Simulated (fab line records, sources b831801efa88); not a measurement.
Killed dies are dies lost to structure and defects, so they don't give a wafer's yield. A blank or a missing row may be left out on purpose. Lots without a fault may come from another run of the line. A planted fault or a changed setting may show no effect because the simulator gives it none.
fab line records | flow sky130
record lots=12 wafers=36 last_day=50
route steps=708 shown CONTACT@424 METAL1@438 PAD_OPEN@708
lots that met no fault: from a run of the same line without faults
start_h: hours from the record's first day to the start of the lot's first wafer shown | wait_h: hours since the lot's step before | " the same as in the row above | L1.1+2: a row that stands for several wafers | - no value, or no start given | * or withheld: withheld | < > ~ a bound
route shown NAME@n: a module of which the file shows steps, and the number in the route of the first | usual: mean/standard deviation of fault-free wafers | same: alike in all rows | chamber/n: place in a boat | sites: the reading at each site | _std_site: their standard deviation | _edge_site: outer sites' mean less inner sites' | radius_mm: how far each site lies from the wafer's centre | mask NAME#n: copy n | behind: the tool/chamber that last shaped the wafer | hold: why the lot was held/for how many hours/how that ended | device: the transistor (n, p or np) that didn't switch | end of line: the same wafers' tests at the end of the route | a step without rows: its recipe alone | killed: dies lost to structure and defects at the first sort, not the wafer's yield | map: a wafer's dies, x killed, . not, _ none there
set.NAME: the setting as run; set.NAME@STEP: as run at that earlier step | model.NAME: the simulator's own value behind a step, which no gauge read
steps of the route over a sample of lots; a table a step, a row a wafer
services: from which hour (start_h, from the record's first day; less than 0 if before it) a tool's chamber was out of use, for how many hours, and why
## steps
# step SKY_CONTACT_ETCH_18
# recipe target=Si3N4 chemistry=CHF3/O2 stop_on=TiN source_w=600 bias_w=200 pressure_mtorr=40 chf3_flow_sccm=50 O2_flow_sccm=5 time_s=39 target_depth_a=750
# usual drypump_motor_current_A=5.8/0.5 oes_product_au=0.856/0.0096 throttle_valve_pct=8.793/0.0099
# columns lot.wafer tool chamber start_h wait_h drypump_motor_current_A oes_product_au rf_hours_counter_h throttle_valve_pct
L252.2 rie_diel-02 2 - - 6.4 0.852 2 8.788
L252.3 " 3 " " 4.8 0.853 6 8.786
L252.4 " 0 " " 5.9 0.861 18 8.783
L257.3 rie_diel-02 3 - - 4.9 0.854 7 8.814
L257.4 " 1 " " 6.1 0.870 34 8.792
L257.5 " 0 " " 5.9 0.860 - 8.810
L261.3 rie_diel-02 2 - - 6.3 0.845 4 8.784
L261.4 " 2 " " 6.4 0.833 - 8.785
L261.6 " 0 " " 5.9 0.860 - 8.806
L265.1 rie_diel-01 0 - - 5.4 0.845 16 8.785
L265.3 " 2 " " 5.8 0.846 19 8.802
L265.6 " 1 " " 5.6 0.853 - 8.790
L266.3 rie_diel-02 3 - - 4.8 0.858 9 8.789
L266.5 " 0 " " 5.9 0.866 - 8.797
L266.6 " 1 " " 6.1 0.860 - 8.809
L269.1 rie_diel-02 0 - - 5.9 0.852 22 8.790
L269.3 " 1 " " 6.1 0.849 1 8.771
L269.6 " 0 " " 5.9 0.859 - 8.788
L270.1 rie_diel-02 2 - - 6.4 0.859 6 8.795
L270.3 " 0 " " 5.9 0.860 22 8.784
L270.5 " 1 " " 6.2 0.869 - 8.790
L271.1 rie_diel-02 1 - - 6.1 0.838 2 8.797
L271.5 " 2 " " 6.4 0.843 - 8.792
L271.6 " 3 " " 4.8 0.849 - 8.797
L272.2 rie_diel-04 2 - - 6.4 0.847 14 8.781
L272.5 " 2 " " 6.4 0.848 - 8.783
L272.6 " 1 " " 6.2 0.858 - 8.805
L273.2 rie_diel-02 1 - - 6.1 0.862 2 8.785
L273.3 " 2 " " 6.3 0.852 7 8.779
L273.4 " 0 " " 5.9 0.862 22 8.783
L274.3 rie_diel-01 1 - - 5.6 0.854 26 8.783
L274.4 " 2 " " 5.8 0.855 - 8.792
L274.5 " 0 " " 5.4 0.853 - 8.809
L275.1 rie_diel-04 1 - - 6.3 0.860 15 8.776
L275.3 " 3 " " 6.1 0.845 13 8.787
L275.5 " 2 " " 6.4 0.849 - 8.801
# step SKY_METAL1_SPUTTER_04
# recipe material=TiN target_thk_nm=70 power_w=6430 time_s=58.3 chamber_pressure_pa=0.4
# usual cathode_dc_power_W=6430.0/1.1 throttle_valve_pct=30.1/1.5
# columns lot.wafer tool chamber start_h wait_h cathode_dc_power_W throttle_valve_pct
L252.2 pvd_sputter-02 - 743.26 0.0 6427.7 29.6
L252.3 " - " " 6431.3 30.4
L252.4 " - " " 6430.0 28.6
L257.3 pvd_sputter-01 - 771.26 0.0 6430.4 32.1
L257.4 " - " " 6429.5 32.4
L257.5 " - " " 6430.3 31.9
L261.3 pvd_sputter-02 - 813.57 0.0 6429.9 30.3
L261.4 " - " " 6429.9 28.6
L261.6 " - " " 6429.5 30.1
L265.1 pvd_sputter-01 - 843.09 0.0 6430.0 31.7
L265.3 " - " " 6427.3 31.9
L265.6 " - " " 6429.5 32.2
L266.3 pvd_sputter-04 - 843.79 0.0 6430.0 31.7
L266.5 " - " " 6430.0 27.6
L266.6 " - " " 6429.0 31.4
L269.1 pvd_sputter-02 - 866.91 0.0 6429.9 29.7
L269.3 " - " " 6431.9 28.6
L269.6 " - " " 6431.7 28.6
L270.1 pvd_sputter-04 - 875.00 0.0 6428.8 30.3
L270.3 " - " " 6428.5 31.1
L270.5 " - " " 6431.2 30.4
L271.1 pvd_sputter-02 - 892.92 0.0 6428.8 28.3
L271.5 " - " " 6429.8 28.5
L271.6 " - " " 6429.8 30.3
L272.2 pvd_sputter-04 - 893.24 0.0 6428.8 31.1
L272.5 " - " " 6429.8 30.2
L272.6 " - " " 6430.1 31.3
L273.2 pvd_sputter-02 - 896.68 0.0 6427.5 28.5
L273.3 " - " " 6431.9 29.6
L273.4 " - " " 6431.4 29.4
L274.3 pvd_sputter-02 - 900.71 0.0 6431.5 30.4
L274.4 " - " " 6428.9 30.6
L274.5 " - " " 6429.1 29.7
L275.1 pvd_sputter-04 - 919.14 0.0 6427.9 27.7
L275.3 " - " " 6429.6 30.3
L275.5 " - " " 6430.2 30.5
# step SKY_METAL1_SOFTBAKE_11
# recipe temp_c=100 time_s=90 resist=KrF-thick
# usual heater_power_total_W=57.36/0.11 run_length_s=119.08/0.21
# columns lot.wafer tool chamber start_h wait_h heater_power_total_W run_length_s
L252.2 litho_track-03 0 756 - 57.39 119.55
L252.3 " 0 " " 57.37 119.33
L252.4 " 0 " " 57.25 119.31
L257.3 litho_track-01 0 784 - 59.09 112.24
L257.4 " 0 " " 58.76 112.11
L257.5 " 0 " " 58.75 111.99
L261.3 litho_track-01 0 827 - 58.71 112.07
L261.4 " 0 " " 58.97 112.05
L261.6 " 0 " " 58.78 112.14
L265.1 litho_track-02 0 856 - 57.23 119.15
L265.3 " 0 " " 57.35 119.02
L265.6 " 0 " " 57.20 119.31
L266.3 litho_track-02 0 857 - 57.47 119.05
L266.5 " 0 " " 57.21 119.10
L266.6 " 0 " " 57.19 119.09
L269.1 litho_track-01 0 881 - 57.53 119.02
L269.3 " 0 " " 57.40 119.13
L269.6 " 0 " " 57.56 118.98
L270.1 litho_track-01 0 887 - 57.28 118.85
L270.3 " 0 " " 57.44 118.85
L270.5 " 0 " " 57.46 118.82
L271.1 litho_track-02 0 906 - 57.55 119.02
L271.5 " 0 " " 57.54 118.94
L271.6 " 0 " " 57.30 118.94
L272.2 litho_track-01 0 907 - 57.38 118.85
L272.5 " 0 " " 57.20 118.85
L272.6 " 0 " " 57.41 119.02
L273.2 litho_track-01 0 910 - 57.39 118.87
L273.3 " 0 " " 57.49 118.82
L273.4 " 0 " " 57.55 118.84
L274.3 litho_track-03 0 913 - 57.32 119.39
L274.4 " 0 " " 57.21 119.57
L274.5 " 0 " " 57.59 119.62
L275.1 litho_track-01 0 932 - 57.48 118.88
L275.3 " 0 " " 57.42 118.96
L275.5 " 0 " " 57.19 119.25
# step SKY_METAL1_CD_MEAS_15
# recipe target_cd_nm=140
# usual cd_nm=140.3/1.7
# columns lot.wafer tool chamber start_h wait_h cd_nm
L252.2 cd_sem-02 - 770.11 - 138.3
L252.3 " - " " 138.4
L252.4 " - " " 138.7
L257.3 cd_sem-02 - 798.22 - 140.5
L257.4 " - " " 140.7
L257.5 " - " " 141.8
L261.3 cd_sem-02 - 840.17 - 141.1
L261.4 " - " " 142.3
L261.6 " - " " 140.4
L265.1 cd_sem-02 - 869.59 - 138.5
L265.3 " - " " 139.8
L265.6 " - " " 139.3
L266.3 cd_sem-01 - 870.58 - 137.9
L266.5 " - " " 139.7
L266.6 " - " " 138.0
L269.1 cd_sem-02 - 893.93 - 142.5
L269.3 " - " " 143.4
L269.6 " - " " 141.3
L270.1 cd_sem-01 - 901.38 - 139.2
L270.3 " - " " 138.6
L270.5 " - " " 138.5
L271.1 cd_sem-01 - 918.63 - 138.3
L271.5 " - " " 139.4
L271.6 " - " " 137.8
L272.2 cd_sem-02 - 919.30 - 140.8
L272.5 " - " " 141.6
L272.6 " - " " 142.8
L273.2 cd_sem-02 - 921.70 - 142.0
L273.3 " - " " 142.0
L273.4 " - " " 141.8
L274.3 cd_sem-02 - 926.07 - 141.4
L274.4 " - " " 139.9
L274.5 " - " " 142.1
L275.1 cd_sem-01 - 944.39 - 139.2
L275.3 " - " " 140.1
L275.5 " - " " 140.8
# step SKY_PAD_OPEN_PROBE_99
# usual defect_limited_yield=82.2/1.9 killed_at_M0_to_M3=43/6.3 killed_at_M4_up=3.3/1.7 killed_at_contacts=24/5.4 killed_at_front_end=16/4.6 killed_at_other=0.4/0.7 killed_dies=87/9.4 killed_open=47/6.9 killed_short=39/6.1 sort_bin_3_pad_short=0.9/0.45 sort_bin_5_function=10.6/1.5 sort_bin_6_memory=6.3/1.2 sort_n_pass=405/9.4 sort_yield_pct=82.2/1.9
# same gross_dies=492 killed_at_back_side=0 sort_bin_4_leakage[%]=0 sort_bin_8_speed[%]=0
# columns lot.wafer tool chamber start_h wait_h defect_limited_yield[%] killed_at_M0_to_M3 killed_at_M4_up killed_at_contacts killed_at_front_end killed_at_other killed_dies killed_open killed_short sort_bin_3_pad_short[%] sort_bin_5_function[%] sort_bin_6_memory[%] sort_n_pass sort_yield_pct[%]
L252.2 prober-01 - 1083.70 0.1 83.5 43 5 17 15 1 81 45 36 0.8 9.8 5.9 411 83.5
L252.3 prober-01 - 1083.75 0.2 82.1 44 2 22 20 0 88 48 40 1.4 11.2 5.3 404 82.1
L252.4 prober-01 - 1083.80 0.2 82.3 40 2 33 12 0 87 48 39 0.8 10.2 6.7 405 82.3
L257.3 prober-02 - 1103.55 0.2 83.3 44 2 21 15 0 82 48 34 1.8 8.9 5.9 410 83.3
L257.4 prober-02 - 1103.60 0.2 82.9 47 3 19 15 0 84 52 31 1.2 11.0 4.9 408 82.9
L257.5 prober-02 - 1103.65 0.2 83.1 45 6 12 20 0 83 43 40 0.8 10.2 5.9 409 83.1
L261.3 prober-02 - 1134.71 0.2 79.1 53 2 31 14 3 103 62 41 0.8 11.6 8.5 389 79.1
L261.4 prober-02 - 1134.76 0.2 81.7 46 3 26 14 1 90 52 38 0.4 11.6 6.3 402 81.7
L261.6 prober-02 - 1134.86 0.2 80.7 51 2 31 11 0 95 50 45 0.6 12.6 6.1 397 80.7
L265.1 prober-02 - 1156.85 0.1 83.5 49 3 16 13 0 81 36 42 1.2 10.4 4.9 411 83.5
L265.3 prober-02 - 1156.95 0.2 82.1 57 2 18 11 0 88 51 34 1.0 10.4 6.5 404 82.1
L265.6 prober-02 - 1157.10 0.2 81.7 56 3 18 13 0 90 56 31 0.8 10.2 7.3 402 81.7
L266.3 prober-01 - 1157.07 0.2 83.5 38 3 29 10 1 81 47 33 0.6 8.9 6.9 411 83.5
L266.5 prober-01 - 1157.17 0.2 80.3 52 6 23 16 0 97 50 47 2.0 10.6 7.1 395 80.3
L266.6 prober-01 - 1157.22 0.2 82.9 45 4 22 13 0 84 45 38 0.6 10.4 6.1 408 82.9
L269.1 prober-02 - 1172.20 0.1 84.8 36 4 25 10 0 75 48 27 0.6 8.5 6.1 417 84.8
L269.3 prober-02 - 1172.30 0.2 80.9 48 3 29 14 0 94 47 47 1.2 12.0 5.9 398 80.9
L269.6 prober-02 - 1172.45 0.2 83.1 45 4 22 12 0 83 46 37 0.4 9.8 6.7 409 83.1
L270.1 prober-01 - 1176.32 0.1 83.9 42 3 18 16 0 79 47 32 0.8 9.6 5.7 413 83.9
L270.3 prober-01 - 1176.42 0.2 79.5 54 3 18 26 0 101 57 44 1.2 13.6 5.7 391 79.5
L270.5 prober-01 - 1176.52 0.2 79.5 51 3 30 17 0 101 50 51 0.6 13.0 6.9 391 79.5
L271.1 prober-02 - 1189.33 0.1 84.1 38 1 24 15 0 78 46 32 0.8 11.4 3.7 414 84.1
L271.5 prober-02 - 1189.53 0.2 87.4 29 4 17 12 0 62 31 30 1.0 7.5 4.1 430 87.4
L271.6 prober-02 - 1189.58 0.2 85.2 30 2 25 15 1 73 40 33 1.0 8.3 5.5 419 85.2
L272.2 prober-01 - 1191.00 0.1 82.9 43 1 25 14 1 84 46 38 0.4 9.6 7.1 408 82.9
L272.5 prober-01 - 1191.15 0.2 81.1 39 4 32 18 0 93 56 37 0.6 12.4 5.9 399 81.1
L272.6 prober-01 - 1191.20 0.2 84.1 44 4 13 17 0 78 34 44 0.6 10.6 4.7 414 84.1
L273.2 prober-02 - 1191.74 0.1 81.7 39 8 28 15 0 90 50 40 1.2 10.2 6.9 402 81.7
L273.3 prober-02 - 1191.79 0.2 84.1 36 4 31 6 1 78 42 36 1.0 10.8 4.1 414 84.1
L273.4 prober-02 - 1191.84 0.2 81.9 42 3 26 17 1 89 53 36 1.2 10.8 6.1 403 81.9
L274.3 prober-01 - 1192.78 0.2 86.0 31 3 18 16 1 69 32 37 1.6 6.9 5.5 423 86.0
L274.4 prober-01 - 1192.83 0.2 79.9 51 0 25 23 0 99 51 48 1.2 12.0 6.9 393 79.9
L274.5 prober-01 - 1192.88 0.2 78.5 43 5 32 26 0 106 60 46 1.8 12.2 7.5 386 78.5
L275.1 prober-01 - 1203.98 0.1 81.9 42 2 22 22 1 89 42 47 1.0 13.2 3.9 403 81.9
L275.3 prober-01 - 1204.08 0.2 80.1 39 2 32 23 2 98 52 44 1.4 13.8 4.7 394 80.1
L275.5 prober-01 - 1204.18 0.2 83.5 37 2 27 15 0 81 40 41 1.6 9.3 5.5 411 83.5
# killed by level:class
L252.2 VIA1:geometric_particle:open=15 METAL1:geometric_particle:short=7 CONTACT:geometric_particle:open=6 VIA3:geometric_particle:open=6 FIELD_ISO:geometric_particle:open=5 VIA1:geometric_particle:short=5 LI_CONTACT:geometric_particle:open=4 METAL4:geometric_particle:short=4
L252.3 VIA1:geometric_particle:open=13 VIA1:geometric_particle:short=8 FIELD_ISO:geometric_particle:open=7 FIELD_ISO:geometric_particle:short=6 LI_CONTACT:geometric_particle:open=6 CONTACT:geometric_particle:open=6 VIA2:geometric_particle:open=6 LOCAL_INTERCONNECT:geometric_particle:short=5
L252.4 CONTACT:geometric_particle:open=12 LI_CONTACT:geometric_particle:open=11 METAL2:geometric_particle:short=8 VIA1:geometric_particle:open=8 VIA1:geometric_particle:short=7 VIA2:geometric_particle:open=6 CONTACT:geometric_particle:short=5 VIA2:geometric_particle:short=3
L257.3 CONTACT:geometric_particle:open=10 VIA1:geometric_particle:open=8 VIA3:geometric_particle:open=7 LI_CONTACT:geometric_particle:open=6 METAL2:geometric_particle:short=6 VIA2:geometric_particle:open=6 FIELD_ISO:geometric_particle:open=4 POLY_GATE:geometric_particle:short=4
L257.4 VIA2:geometric_particle:open=10 VIA1:geometric_particle:open=10 METAL2:geometric_particle:short=7 FIELD_ISO:geometric_particle:open=6 VIA3:geometric_particle:open=5 LI_CONTACT:geometric_particle:open=5 CONTACT:geometric_particle:open=5 LOCAL_INTERCONNECT:geometric_particle:short=4
L257.5 VIA2:geometric_particle:open=8 METAL1:geometric_particle:short=8 POLY_GATE:geometric_particle:short=5 CONTACT:geometric_particle:open=5 VIA1:geometric_particle:short=5 VIA1:geometric_particle:open=5 VIA3:geometric_particle:open=5 POLY_GATE:geometric_particle:open=4
L261.3 VIA2:geometric_particle:open=12 VIA1:geometric_particle:open=12 CONTACT:geometric_particle:open=11 METAL1:geometric_particle:short=8 VIA3:geometric_particle:open=8 LOCAL_INTERCONNECT:geometric_particle:short=7 CONTACT:geometric_particle:short=5 FIELD_ISO:geometric_particle:open=4
L261.4 VIA1:geometric_particle:open=11 LI_CONTACT:geometric_particle:open=10 VIA2:geometric_particle:open=7 VIA3:geometric_particle:open=7 CONTACT:geometric_particle:open=6 CONTACT:geometric_particle:short=5 METAL2:geometric_particle:short=5 VIA1:geometric_particle:short=4
L261.6 CONTACT:geometric_particle:open=13 VIA1:geometric_particle:open=11 CONTACT:geometric_particle:short=10 VIA2:geometric_particle:short=8 VIA2:geometric_particle:open=8 VIA3:geometric_particle:open=6 LOCAL_INTERCONNECT:geometric_particle:short=5 METAL2:geometric_particle:short=5
L265.1 VIA1:geometric_particle:short=8 VIA3:geometric_particle:open=8 VIA1:geometric_particle:open=6 METAL2:geometric_particle:short=6 LI_CONTACT:geometric_particle:open=5 CONTACT:geometric_particle:open=5 VIA2:geometric_particle:open=5 METAL3:geometric_particle:short=5
L265.3 VIA1:geometric_particle:open=17 VIA3:geometric_particle:open=12 CONTACT:geometric_particle:open=9 VIA1:geometric_particle:short=8 VIA2:geometric_particle:open=6 CONTACT:geometric_particle:short=5 VIA3:geometric_particle:short=5 POLY_GATE:coat_microbubble_printed=3
L266.3 VIA3:geometric_particle:open=9 CONTACT:geometric_particle:open=9 LI_CONTACT:geometric_particle:open=8 LOCAL_INTERCONNECT:geometric_particle:short=7 VIA1:geometric_particle:open=5 METAL1:geometric_particle:short=4 VIA2:geometric_particle:open=4 FIELD_ISO:geometric_particle:open=3
L265.6 VIA3:geometric_particle:open=14 VIA1:geometric_particle:open=11 VIA2:geometric_particle:open=10 CONTACT:geometric_particle:open=8 METAL2:geometric_particle:short=5 METAL1:geometric_particle:short=4 POLY_GATE:geometric_particle:open=3 LI_CONTACT:geometric_particle:open=3
L266.5 VIA3:geometric_particle:open=10 VIA1:geometric_particle:open=9 METAL1:geometric_particle:short=9 FIELD_ISO:geometric_particle:short=6 LI_CONTACT:geometric_particle:open=6 LOCAL_INTERCONNECT:geometric_particle:short=6 CONTACT:geometric_particle:open=6 VIA2:geometric_particle:open=6
L266.6 CONTACT:geometric_particle:open=11 VIA2:geometric_particle:open=7 METAL2:geometric_particle:short=7 METAL1:geometric_particle:short=6 VIA1:geometric_particle:open=6 VIA3:geometric_particle:open=6 FIELD_ISO:geometric_particle:short=5 LI_CONTACT:geometric_particle:open=5
L269.1 CONTACT:geometric_particle:open=12 VIA1:geometric_particle:open=11 METAL2:geometric_particle:short=8 VIA3:geometric_particle:open=6 LI_CONTACT:geometric_particle:open=5 CONTACT:geometric_particle:short=4 VIA2:geometric_particle:open=4 FIELD_ISO:geometric_particle:short=2
L269.3 VIA1:geometric_particle:open=10 LI_CONTACT:geometric_particle:short=7 CONTACT:geometric_particle:short=7 CONTACT:geometric_particle:open=7 METAL2:geometric_particle:short=7 VIA3:geometric_particle:open=7 LI_CONTACT:geometric_particle:open=4 LOCAL_INTERCONNECT:geometric_particle:short=4
L269.6 VIA1:geometric_particle:open=9 VIA3:geometric_particle:open=8 CONTACT:geometric_particle:open=7 VIA1:geometric_particle:short=6 LI_CONTACT:geometric_particle:open=5 VIA2:geometric_particle:short=5 VIA2:geometric_particle:open=5 FIELD_ISO:geometric_particle:short=4
L270.1 VIA3:geometric_particle:open=14 FIELD_ISO:geometric_particle:open=7 LI_CONTACT:geometric_particle:open=6 VIA1:geometric_particle:open=5 CONTACT:geometric_particle:short=5 METAL1:geometric_particle:short=5 CONTACT:geometric_particle:open=4 METAL2:geometric_particle:short=4
L270.3 VIA3:geometric_particle:open=14 VIA1:geometric_particle:open=9 FIELD_ISO:geometric_particle:open=8 CONTACT:geometric_particle:open=8 VIA2:geometric_particle:open=8 POLY_GATE:geometric_particle:short=7 METAL2:geometric_particle:short=6 METAL1:geometric_particle:short=5
L270.5 VIA1:geometric_particle:open=14 VIA2:geometric_particle:open=10 CONTACT:geometric_particle:open=9 CONTACT:geometric_particle:short=7 VIA1:geometric_particle:short=6 METAL2:geometric_particle:short=6 LI_CONTACT:geometric_particle:short=6 FIELD_ISO:geometric_particle:short=5
L271.1 CONTACT:geometric_particle:open=12 VIA2:geometric_particle:open=7 FIELD_ISO:geometric_particle:short=6 VIA3:geometric_particle:open=6 LI_CONTACT:geometric_particle:open=6 METAL1:geometric_particle:short=5 VIA1:geometric_particle:open=5 LOCAL_INTERCONNECT:geometric_particle:short=4
L271.5 CONTACT:geometric_particle:open=6 METAL2:geometric_particle:short=6 VIA1:geometric_particle:open=5 VIA3:geometric_particle:open=5 FIELD_ISO:geometric_particle:open=4 LI_CONTACT:geometric_particle:short=4 CONTACT:geometric_particle:short=4 VIA2:geometric_particle:open=4
L271.6 VIA2:geometric_particle:open=9 LI_CONTACT:geometric_particle:open=7 CONTACT:geometric_particle:open=7 LOCAL_INTERCONNECT:geometric_particle:short=4 POLY_GATE:geometric_particle:open=4 FIELD_ISO:geometric_particle:short=3 POLY_GATE:geometric_particle:short=3 CONTACT:geometric_particle:short=3
L272.2 VIA1:geometric_particle:open=12 LI_CONTACT:geometric_particle:open=6 CONTACT:geometric_particle:short=6 VIA2:geometric_particle:open=6 CONTACT:geometric_particle:open=5 METAL1:geometric_particle:short=5 VIA3:geometric_particle:open=5 LI_CONTACT:geometric_particle:short=4
L272.5 LI_CONTACT:geometric_particle:open=10 VIA1:geometric_particle:open=10 CONTACT:geometric_particle:open=8 VIA2:geometric_particle:open=8 LI_CONTACT:geometric_particle:short=7 POLY_GATE:geometric_particle:open=6 FIELD_ISO:geometric_particle:open=5 LOCAL_INTERCONNECT:geometric_particle:short=5
L272.6 VIA1:geometric_particle:open=14 POLY_GATE:geometric_particle:short=6 METAL2:geometric_particle:short=6 VIA3:geometric_particle:short=6 FIELD_ISO:geometric_particle:open=4 METAL3:geometric_particle:short=4 LI_CONTACT:geometric_particle:open=4 VIA2:geometric_particle:short=4
L273.2 CONTACT:geometric_particle:open=12 CONTACT:geometric_particle:short=7 METAL1:geometric_particle:short=7 VIA1:geometric_particle:open=7 LI_CONTACT:geometric_particle:open=6 METAL2:geometric_particle:short=6 VIA3:geometric_particle:open=6 VIA1:geometric_particle:short=5
L273.3 CONTACT:geometric_particle:open=14 VIA1:geometric_particle:open=8 CONTACT:geometric_particle:short=7 METAL2:geometric_particle:short=7 LI_CONTACT:geometric_particle:open=7 VIA3:geometric_particle:open=5 METAL4:geometric_particle:short=4 FIELD_ISO:geometric_particle:open=3
L273.4 VIA3:geometric_particle:open=10 METAL2:geometric_particle:short=8 CONTACT:geometric_particle:open=8 LI_CONTACT:geometric_particle:open=7 FIELD_ISO:geometric_particle:open=5 VIA1:geometric_particle:open=5 VIA2:geometric_particle:open=5 LOCAL_INTERCONNECT:geometric_particle:short=4
L274.3 VIA1:geometric_particle:open=7 VIA3:geometric_particle:open=6 FIELD_ISO:geometric_particle:open=5 POLY_GATE:geometric_particle:short=5 LOCAL_INTERCONNECT:geometric_particle:short=5 CONTACT:geometric_particle:open=5 VIA1:geometric_particle:short=5 CONTACT:geometric_particle:short=4
L274.4 CONTACT:geometric_particle:open=9 VIA1:geometric_particle:open=9 POLY_GATE:geometric_particle:open=8 VIA1:geometric_particle:short=7 METAL1:geometric_particle:short=6 METAL2:geometric_particle:short=6 VIA2:geometric_particle:short=5 LI_CONTACT:geometric_particle:open=5
L274.5 VIA1:geometric_particle:open=11 LI_CONTACT:geometric_particle:open=9 CONTACT:geometric_particle:open=8 VIA2:geometric_particle:open=7 FIELD_ISO:geometric_particle:open=6 FIELD_ISO:geometric_particle:short=5 POLY_GATE:geometric_particle:short=5 LOCAL_INTERCONNECT:geometric_particle:short=5
L275.1 METAL2:geometric_particle:short=11 LI_CONTACT:geometric_particle:open=8 VIA1:geometric_particle:open=7 FIELD_ISO:geometric_particle:short=6 POLY_GATE:geometric_particle:short=6 CONTACT:geometric_particle:open=5 VIA3:geometric_particle:open=5 FIELD_ISO:geometric_particle:open=4
L275.3 LI_CONTACT:geometric_particle:open=10 LI_CONTACT:geometric_particle:short=7 CONTACT:geometric_particle:open=7 VIA1:geometric_particle:open=7 VIA2:geometric_particle:open=7 METAL2:geometric_particle:short=6 FIELD_ISO:geometric_particle:open=5 FIELD_ISO:geometric_particle:short=5
L275.5 CONTACT:geometric_particle:open=8 LI_CONTACT:geometric_particle:open=7 CONTACT:geometric_particle:short=7 VIA1:geometric_particle:short=7 VIA1:geometric_particle:open=5 METAL2:geometric_particle:short=5 POLY_GATE:geometric_particle:short=4 POLY_GATE:geometric_particle:open=4
## services
# columns tool chamber start_h hours kind
rie_diel-01 3 718.70 6.3 repair
pvd_sputter-02 - 720.30 2.0 repair
rie_diel-04 - 770.11 0.6 repair
rie_diel-02 1 801.60 - clean
rie_diel-02 1 801.60 24.6 scheduled_down
rie_diel-02 1 801.60 24.6 vent_cycle
rie_diel-02 2 804.39 4.2 repair
rie_diel-02 - 826.44 15.6 pm
rie_diel-04 1 842.55 1.2 repair
rie_diel-02 - 848.84 0.4 repair
rie_diel-04 1 855.57 3.2 repair
rie_diel-02 3 864.32 3.3 repair
pvd_sputter-01 - 874.15 2.3 repair
rie_diel-01 3 895.26 4.2 repair
rie_diel-02 - 904.30 0.5 repair
rie_diel-04 0 917.22 4.2 repair
## key
first_sign step=SKY_METAL1_SOFTBAKE_11 reading=run_length_s direction=down sigmas=34 usual=* struck=*
effect step=SKY_METAL1_SOFTBAKE_11 reading=heater_power_total_W direction=up sigmas=13 usual=* struck=*
met_at SKY_METAL1_SOFTBAKE_11
struck_lots L257,L261
not_acting_at SKY_CONTACT_ETCH_18,SKY_METAL1_SPUTTER_04,SKY_METAL1_CD_MEAS_15
fault kind=process_parameter_drift tool=litho_track-01 chamber=- onset_h=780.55 steps=SKY_METAL1_SOFTBAKE_11 channel=time_s offset=* shape=step end_h=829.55 acts_in=* stated=*
